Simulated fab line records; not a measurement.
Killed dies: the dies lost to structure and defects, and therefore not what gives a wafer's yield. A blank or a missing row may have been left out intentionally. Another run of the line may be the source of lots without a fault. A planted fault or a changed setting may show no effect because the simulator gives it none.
Struck lot and sound lot, side by side ; flow sky130 ; 15 steps out of a route of 708
Sound: wafers L938.2, L938.3, L938.4. Wafers struck: L947.1, L947.2, L947.3. Last of all comes the cause.
Each step with rows lists, per side, the tool, then ch with its chambers, then its first start. Under that, the readings that differ: sound wafers ; struck wafers ; difference of the means ; sigmas: that difference in standard deviations of wafers without a fault.
alike: a reading whose means differ by less than 2 such deviations, as well as words and numbers matching on both sides. not compared: withheld readings; readings where some wafer has no value; bounds like >300 that might hide an equal value; numbers whose values overlap and for which the record gives no deviation.
The two part at a step that has a row with sigmas, a row that says differs or no value, or rows on one side only. When numbers do not overlap yet have no deviation, they are printed without sigmas and do not part them. A reading that every wafer of one side lacks parts them only if that side has two wafers or more.

first, 8 steps without rows for these wafers: SKY_VIA1_DEHYDRATE_04 (time 60 s); SKY_VIA1_HMDS_05 (prime time 60 s); SKY_VIA1_COAT_06 (resist thk 60 nm); SKY_VIA1_COAT_07 (resist thk 450 nm); SKY_VIA1_SOFTBAKE_08 (time 90 s); SKY_VIA1_EXPOSE_09 (exposes mask VIM, target cd 150 nm); SKY_VIA1_PEB_10; SKY_VIA1_DEVELOP_11 (develop time 60 s).
SKY_VIA1_CD_MEAS_12: target cd 150 nm.
  sound: cd_sem-02 at day 34 15:18; struck: cd_sem-02 at day 37 11:26
  alike: cd_nm
SKY_VIA1_OVL_MEAS_13:
  sound: overlay-02 at day 34 15:25; struck: overlay-01 at day 37 11:33
  alike: VIA1_OVL
SKY_VIA1_ETCH_14: etches BARC in N2/H2, stops on SiO2, time 45.9 s, target depth 60 nm.
  sound on rie_diel-03 ch 0,2,3, day 34 15:26; struck on rie_diel-01 ch 0,1,3, day 37 11:35
  alike: drypump_motor_current_A, oes_product_au, throttle_valve_pct
  not compared: rf_hours_counter_h
SKY_VIA1_ETCH_15: etches SiO2 in C4F8/O2/Ar, stops on TiN, target depth 351 nm, time 54 s.
  sound on rie_diel-03 ch 0,2,3, day 34 15:29; struck on rie_diel-01 ch 0,1,3, day 37 11:38
  alike: oes_product_au
  not compared: rf_hours_counter_h
SKY_VIA1_STRIP_16: strips in O2/N2.
  sound on plasma_asher-01 ch 0,1, day 34 15:32; struck on plasma_asher-01 ch 0,1, day 37 11:41
  no value came back on the struck wafers for chamber_pressure_mTorr (mTorr), drypump_motor_current_A (A), oes_product_au (a.u.), strip_time_to_endpoint_s (s); on the sound wafers chamber_pressure_mTorr (mTorr) reads 1499.5 1501.5 1499.9
reading;sound;struck;difference;sigmas
model.KrF-thick_of_VIA1_COAT_07.thk_nm (nm);0 0 0;322.1 322.9 320.6;+321.9;
  not compared: rf_hours_counter_h
then, 1 step without rows for these wafers: SKY_VIA1_STRIP_17 (strips in post etch residue remover, time 1200 s).
-- the record jumps here: 11 days lie between the struck wafers' starts before and after (it left off in module VIA1 and takes up again in module PAD_OPEN, whose first step shown is number 708 of the route) --
SKY_PAD_OPEN_PROBE_99:
  sound: prober-02 at day 46 03:01; struck: prober-02 at day 48 14:26
reading;sound;struck;difference;sigmas
defect_limited_yield (%);83.3 78.0 79.7;0 0 0;-80;-42
killed_at_M0_to_M3;46 50 39;450 446 454;+405;+63
killed_dies;82 108 100;492 492 492;+395;+43
killed_on_rim;14 19 24;96 96 96;+77;+20
sort_bin_5_function (%);9.8 12.8 13.0;93.1 92.5 94.3;+81.4;+54
sort_n_pass;410 384 392;0 0 0;-395;-43
sort_yield_pct (%);83.3 78.0 79.7;0 0 0;-80;-42
  alike: killed_at_M4_up, killed_at_contacts, killed_at_front_end, killed_at_other, killed_open, killed_short, sort_bin_3_pad_short, sort_bin_6_memory

## WHERE THEY PART
First at SKY_VIA1_STRIP_16; last, within this record, at SKY_PAD_OPEN_PROBE_99.

WHY: what the simulator had put in
Step skipped in full: plasma_asher-01, at SKY_VIA1_STRIP_16, from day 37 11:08 onward. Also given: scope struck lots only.
